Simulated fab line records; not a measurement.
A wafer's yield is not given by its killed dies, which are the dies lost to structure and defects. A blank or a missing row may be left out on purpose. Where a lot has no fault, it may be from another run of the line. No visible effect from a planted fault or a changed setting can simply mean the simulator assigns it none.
Which tool was responsible? | flow gf180mcu | 11 lots, 33 wafers sampled, at 6 steps of a route of 602

## WHAT EACH GAUGE READ, for each wafer
GF_POLY_GATE_THK_MEAS_01.
lot  | measured     | on            | POLY_GATE_CVD_00_THK (nm)
L888 | day 9 10:53  | film_metro-02 | 201.2 198.6 200.1
L889 | day 9 14:41  | film_metro-03 | 202.6 202.5 201.7
L890 | day 9 22:53  | film_metro-04 | 198.8 199.9 199.8
L892 | day 10 16:30 | film_metro-03 | 196.9 197.7 194.5
L894 | day 11 02:59 | film_metro-03 | 204.6 204.5 205.4
L900 | day 12 20:25 | film_metro-04 | 155.0 156.9 156.4 155.0 157.0 156.3
L901 | day 13 03:16 | film_metro-04 | 156.8 156.6 156.8 156.9 156.6 156.8
L902 | day 13 11:44 | film_metro-02 | 156.1 157.1 154.3 156.1 157.2 154.3
L903 | day 13 21:37 | film_metro-04 | 157.0 158.2 158.5 157.0 158.4 158.4
L907 | day 14 21:52 | film_metro-03 | 200.5 199.2 200.2
L908 | day 15 08:26 | film_metro-04 | 199.7 200.3 199.6

GF_M2_OVL_MEAS_15.
lot  | measured     | on         | M2_OVL (nm)
L888 | day 20 12:35 | overlay-01 | 0 0 -3
L889 | day 20 20:31 | overlay-02 | 1 -6 -3
L890 | day 21 07:24 | overlay-02 | 4 -6 0
L892 | day 22 05:40 | overlay-02 | 2 4 6
L894 | day 22 16:44 | overlay-01 | 3 3 2
L900 | day 24 15:05 | overlay-01 | -1 -9 -1
L901 | day 25 01:43 | overlay-01 | -1 -8 -4
L902 | day 25 09:21 | overlay-02 | 14 8 7
L903 | day 25 19:07 | overlay-02 | -10 -3 -8
L907 | day 26 23:59 | overlay-02 | 0 -4 -1
L908 | day 27 08:37 | overlay-01 | -6 -5 -7

## TOOL THAT RAN EACH LOT (tool first, then ch and the chambers of the sampled wafers, then the start)
lot  | GF_POLY_GATE_CVD_00         | GF_POLY_GATE_ETCH_13             | GF_V1_ETCH_17                                 | GF_V1_CVD_23
L888 | lpcvd-02 ch 0, day 9 09:32  | rie_si-01 ch 0,3, day 10 04:31   | rie_diel-03 ch 0,1, day 19 11:39 or earlier   | cvd_w-01 ch 0,1, day 19 11:39
L889 | lpcvd-01 ch 0, day 9 13:21  | rie_si-01 ch 0,1, day 10 09:08   | rie_diel-04 ch 1,2, day 19 19:38 or earlier   | cvd_w-02 ch 0, day 19 19:38
L890 | lpcvd-02 ch 1, day 9 21:32  | rie_si-02 ch 1,2,3, day 10 17:53 | rie_diel-03 ch 0,1,2, day 20 06:33 or earlier | cvd_w-01 ch 0,1, day 20 06:33
L892 | lpcvd-02 ch 0, day 10 15:10 | rie_si-01 ch 1,2,3, day 11 11:25 | rie_diel-01 ch 1,2,3, day 21 04:56 or earlier | cvd_w-02 ch 0,1, day 21 04:56
L894 | lpcvd-01 ch 1, day 11 01:39 | rie_si-02 ch 0,1,3, day 11 22:30 | rie_diel-04 ch 0,3, day 21 16:08 or earlier   | cvd_w-02 ch 0,1, day 21 16:08
L900 | lpcvd-02 ch 0, day 12 19:04 | rie_si-01 ch 0,3, day 13 16:51   | rie_diel-01 ch 0,3, day 23 16:05 or earlier   | cvd_w-01 ch 0,1, day 23 16:05
L901 | lpcvd-02 ch 0, day 13 01:55 | rie_si-01 ch 0,1,2, day 13 23:08 | rie_diel-03 ch 0,2,3, day 24 03:02 or earlier | cvd_w-01 ch 0,1, day 24 03:02
L902 | lpcvd-02 ch 0, day 13 10:25 | rie_si-02 ch 1,2, day 14 11:16   | rie_diel-03 ch 2,3, day 24 11:04 or earlier   | cvd_w-02 ch 0,1, day 24 11:04
L903 | lpcvd-02 ch 0, day 13 20:16 | rie_si-01 ch 0,2, day 14 18:58   | rie_diel-04 ch 1,2, day 24 20:41 or earlier   | cvd_w-02 ch 0,1, day 24 20:41
L907 | lpcvd-01 ch 1, day 14 20:31 | rie_si-02 ch 1,2,3, day 15 19:08 | rie_diel-03 ch 0,1,3, day 26 01:55 or earlier | cvd_w-02 ch 0,1, day 26 01:55
L908 | lpcvd-01 ch 0, day 15 07:05 | rie_si-02 ch 0,3, day 16 05:33   | rie_diel-04 ch 0,1,2, day 26 10:57 or earlier | cvd_w-02 ch 0, day 26 10:57
- GF_POLY_GATE_CVD_00: deposits poly-Si, target thk 200 nm, time 1200 s.
- GF_POLY_GATE_ETCH_13: etches poly-Si in HBr/Cl2, stops on SiO2, target depth 198.5 nm, time 69.6 s.
- GF_V1_ETCH_17: etches SiO2 in C4F8/O2/Ar, stops on TiN, target depth 630 nm.
- GF_V1_CVD_23: deposits W, target thk 350 nm, time 105.05 s.

## AS READ BY THE TOOLS THEMSELVES (means over the sampled wafers that have a number; for cases with no such wafer, the mark the record gives instead)
GF_POLY_GATE_CVD_00.
lot  | tool     | spike_tc_bottom_C (C) | susceptor_temp_C (C) | zone_power_lower_pct (%)
L888 | lpcvd-02 | 640.5                 | 620.13               | 8.3
L889 | lpcvd-01 | 638.1                 | 620.08               | 6.8
L890 | lpcvd-02 | 640.3                 | 620.19               | 9.8
L892 | lpcvd-02 | 639.7                 | 620.04               | 8.2
L894 | lpcvd-01 | 641.7                 | 620.12               | 10.0
L900 | lpcvd-02 | 640.0                 | 620.24               | 8.2
L901 | lpcvd-02 | 640.7                 | 620.14               | 8.2
L902 | lpcvd-02 | 639.2                 | 619.73               | 8.2
L903 | lpcvd-02 | 638.7                 | 620.28               | 8.2
L907 | lpcvd-01 | 642.5                 | 619.95               | 9.9
L908 | lpcvd-01 | 639.1                 | 620.24               | 6.8

GF_POLY_GATE_ETCH_13.
lot  | tool      | bias_w (W) | drypump_motor_current_A (A) | oes_product_au (a.u.) | throttle_valve_pct (%)
L888 | rie_si-01 | 100.3      | 5.6                         | 0.995                 | 33.680
L889 | rie_si-01 | 99.9       | 5.5                         | 0.992                 | 33.687
L890 | rie_si-02 | 99.7       | 5.7                         | 0.984                 | 33.695
L892 | rie_si-01 | 99.9       | 5.7                         | 0.977                 | 33.683
L894 | rie_si-02 | 100.0      | 5.7                         | 1.002                 | 33.675
L900 | rie_si-01 | 99.8       | 5.6                         | 0.837                 | 33.687
L901 | rie_si-01 | 100.0      | 5.8                         | 0.839                 | 33.679
L902 | rie_si-02 | 100.1      | 5.6                         | 0.841                 | 33.687
L903 | rie_si-01 | 100.0      | 5.9                         | 0.845                 | 33.681
L907 | rie_si-02 | 99.8       | 5.7                         | 0.990                 | 33.690
L908 | rie_si-02 | 99.9       | 5.8                         | 0.989                 | 33.690

GF_V1_ETCH_17.
lot  | tool        | bias_w (W) | oes_product_au (a.u.)
L888 | rie_diel-03 | 1198       | 0.854
L889 | rie_diel-04 | 1201       | 0.853
L890 | rie_diel-03 | 1200       | 0.857
L892 | rie_diel-01 | 1194       | 0.856
L894 | rie_diel-04 | 1200       | 0.856
L900 | rie_diel-01 | 1204       | 0.858
L901 | rie_diel-03 | 1201       | 0.857
L902 | rie_diel-03 | 1203       | 0.855
L903 | rie_diel-04 | 1198       | 0.858
L907 | rie_diel-03 | 1198       | 0.857
L908 | rie_diel-04 | 1197       | 0.859

GF_V1_CVD_23.
lot  | tool     | chamber_pressure_Torr (Torr) | heater_power_w (W) | susceptor_temp_C (C)
L888 | cvd_w-01 | 40.02                        | 910                | 399.99
L889 | cvd_w-02 | 39.96                        | 1062               | 400.02
L890 | cvd_w-01 | 39.99                        | 878                | 400.01
L892 | cvd_w-02 | 39.98                        | 828                | 399.84
L894 | cvd_w-02 | 40.02                        | 825                | 399.70
L900 | cvd_w-01 | 39.94                        | 876                | 399.84
L901 | cvd_w-01 | 40.02                        | 918                | 400.20
L902 | cvd_w-02 | 39.95                        | 838                | 400.14
L903 | cvd_w-02 | 39.95                        | 948                | 399.80
L907 | cvd_w-02 | 40.02                        | 953                | 400.05
L908 | cvd_w-02 | 39.92                        | 1084               | 400.14

## THE ANSWER, worked out from the rows above alone
Rule: what is usual is taken from the lots themselves. The widest of any qualifying gaps counts: lots, ordered by their means at a reading, are off when they make up no more than a third of the lots, leave a main group of 4 or more, and stand apart from it by 3 or more times the standard deviation of that group's means. A main group is skipped when, at the precision printed for the reading in the tables above, its means are all equal. A lot without any number at a reading at which 4 lots or more have one is off too. All remaining lots with rows at the step are treated as sound. First the gauges in route order, then the tools' own readings, where a lot's mean is used as printed above. At the first step where some lot is off, the reading lying furthest off is the one used; lots without a number count as furthest.
Across all readings shown, no lot is off: no conclusion can be drawn from this.

## WHAT THE SIMULATOR PUT IN
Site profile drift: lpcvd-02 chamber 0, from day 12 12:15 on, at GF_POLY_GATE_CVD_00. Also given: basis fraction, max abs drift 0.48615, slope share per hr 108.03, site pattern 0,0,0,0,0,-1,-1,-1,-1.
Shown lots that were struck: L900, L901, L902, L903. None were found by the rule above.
